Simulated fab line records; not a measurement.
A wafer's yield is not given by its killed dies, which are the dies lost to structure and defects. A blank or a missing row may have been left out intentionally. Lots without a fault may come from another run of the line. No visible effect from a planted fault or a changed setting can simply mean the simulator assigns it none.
Struck lot and sound lot, side by side    flow sky130    18 out of 708 route steps
Sound: the wafers L155.2, L155.4, L155.6. Wafers L151.1, L151.4, L151.5 were the ones struck. The cause is given at the end.
For every step that has rows: the tool of each side, followed by ch and its chambers, followed by its first start. Under that, the readings that differ: sound wafers    struck wafers    difference of the means    sigmas: that difference in standard deviations of wafers without a fault.
alike: same words and numbers on both sides, and readings whose means sit less than 2 such deviations apart. not compared: any withheld reading, any reading some wafer has no value for, any bound like >300 that may hide the same value, and any number with overlapping values for which the record gives no deviation.
Wherever a step has rows on one side only, a row that says differs or no value, or a row with sigmas, the two part there. Numbers that have no deviation but don't overlap get no sigmas and don't part them. A reading that every wafer of one side lacks parts them only if that side has two wafers or more.

first, 4 steps without rows for these wafers: SKY_LDD_HVP_SOFTBAKE_03 (time 60 s); SKY_LDD_HVP_EXPOSE_04 (exposes mask HVPTM, target cd 700 nm); SKY_LDD_HVP_PEB_05; SKY_LDD_HVP_DEVELOP_06 (develop time 60 s).
SKY_LDD_HVP_OVL_MEAS_07:
  sound on overlay-01, day 26 05:07; struck on overlay-02, day 24 18:01
  alike: LDD_HVP_OVL
following that, these wafers have no rows for 1 step: SKY_LDD_HVP_IMPLANT_08.
SKY_LDD_HVP_STRIP_09: strips in O2/N2.
  sound on plasma_asher-02 ch 0,1, day 26 05:18; struck on plasma_asher-01 ch 0,1, day 24 18:12
  alike: drypump_motor_current_A, oes_product_au, strip_time_to_endpoint_s
  not compared: rf_hours_counter_h
SKY_LDD_HVP_TW_MEAS_10:
  sound on film_metro-01, day 26 05:25; struck on film_metro-01, day 24 18:18
  alike: LDD_HVP_TW
then, 4 steps without rows for these wafers: SKY_LDD_LDN_DEHYDRATE_00 (time 60 s); SKY_LDD_LDN_HMDS_01 (prime time 60 s); SKY_LDD_LDN_COAT_02 (resist thk 1140 nm); SKY_LDD_LDN_SOFTBAKE_03 (time 60 s).
SKY_LDD_LDN_EXPOSE_04: exposes mask LDNTM, target cd 700 nm.
  sound on iline_stepper-01 ch 0, day 26 20:20; struck on iline_stepper-02 ch 0, day 25 09:32
reading                          sound                 struck                difference  sigmas
model.LDD_LDN.overlay_x_nm (nm)  0.6356 0.6356 0.6356  -54.02 -54.02 -54.02  -54.66      
  alike: mask, stage_vel_mm_s
then, 2 steps without rows for these wafers: SKY_LDD_LDN_PEB_05; SKY_LDD_LDN_DEVELOP_06 (develop time 60 s).
SKY_LDD_LDN_OVL_MEAS_07:
  sound on overlay-01, day 27 10:31; struck on overlay-02, day 25 23:34
reading           sound        struck             difference  sigmas
LDD_LDN_OVL (nm)  1.9 2.6 1.5  -53.4 -53.7 -52.7  -55.3       -50
following that, these wafers have no rows for 1 step: SKY_LDD_LDN_IMPLANT_08.
-- a jump in the record: the struck wafers' starts before and after are 22 days apart (it breaks off in module LDD_LDN and resumes in module PAD_OPEN, where the first step shown is number 708 of the route) --
SKY_PAD_OPEN_PROBE_99:
  rows exist in the record for the struck wafers here (prober-01, day 48 04:07), but not for the sound ones

## WHERE THEY PART
Last at SKY_PAD_OPEN_PROBE_99 as far as this record goes, first at SKY_LDD_LDN_OVL_MEAS_07.

WHY: the cause the simulator had injected
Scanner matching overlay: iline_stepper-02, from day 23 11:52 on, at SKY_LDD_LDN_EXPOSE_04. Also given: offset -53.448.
